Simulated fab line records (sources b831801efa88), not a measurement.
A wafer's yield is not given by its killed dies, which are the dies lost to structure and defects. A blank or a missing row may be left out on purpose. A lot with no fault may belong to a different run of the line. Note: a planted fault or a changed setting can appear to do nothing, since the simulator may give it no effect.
Matching of chambers ; flow sky130 ; SKY_POLY_GATE_ETCH_15 on rie-diel-01 has 4 sister chambers
The step etches BARC in N2/H2, stops on SiO2, time 118.5 s, target depth 110 nm. 8 wafers are shown with their chamber, then 10 later ones without.

## EACH WAFER AND ITS CHAMBER
wafer;chamber;drypump-motor-current-A (A);throttle-valve-pct (%)
L081.2;2;5.60;13.214
L081.3;3;6.24;13.218
L082.3;2;5.56;13.207
L082.6;0;5.66;13.209
L083.1;0;5.66;13.223
L083.6;1;6.17;13.208
L087.1;3;6.22;13.220
L087.2;1;6.19;13.223

## WAFERS WITHOUT THEIR CHAMBER
wafer;drypump-motor-current-A (A);throttle-valve-pct (%)
L087.6;6.23;13.231
L088.2;5.61;13.213
L088.3;6.21;13.199
L088.5;5.59;13.226
L091.3;5.68;13.209
L091.4;5.59;13.213
L091.5;6.22;13.207
L092.2;6.16;13.202
L092.3;5.61;13.193
L092.5;5.62;13.231

## THE CHAMBER EACH PASSED THROUGH
wafer;from the rows above;in truth
L087.6;can't be placed: 3 or 1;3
L088.2;can't be placed: 2 or 0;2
L088.3;can't be placed: 1 or 3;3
L088.5;2;2
L091.3;0;0
L091.4;2;2
L091.5;can't be placed: 3 or 1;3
L092.2;1;1
L092.3;can't be placed: 2 or 0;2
L092.5;can't be placed: 0 or 2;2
Correct placement for 4 of the 10. From these rows, 6 cannot be placed; in 6 the true chamber is one of the candidates. Number placed wrongly: 0.
How it was worked out, from the rows above alone: a wafer's distance from a chamber is the root of the sum, over the readings, of the square of ((its reading less the chamber's mean) divided by the reading's scatter). If the next closest chamber is less than 2 further off than the closest, the wafer can't be placed; otherwise it belongs to the closest. For every chamber, the mean is computed from those of its wafers that are shown. The scatter is the square root of a quotient: the sum, over the shown wafers, of each reading's squared deviation from its chamber's mean, divided by wafers minus chambers.
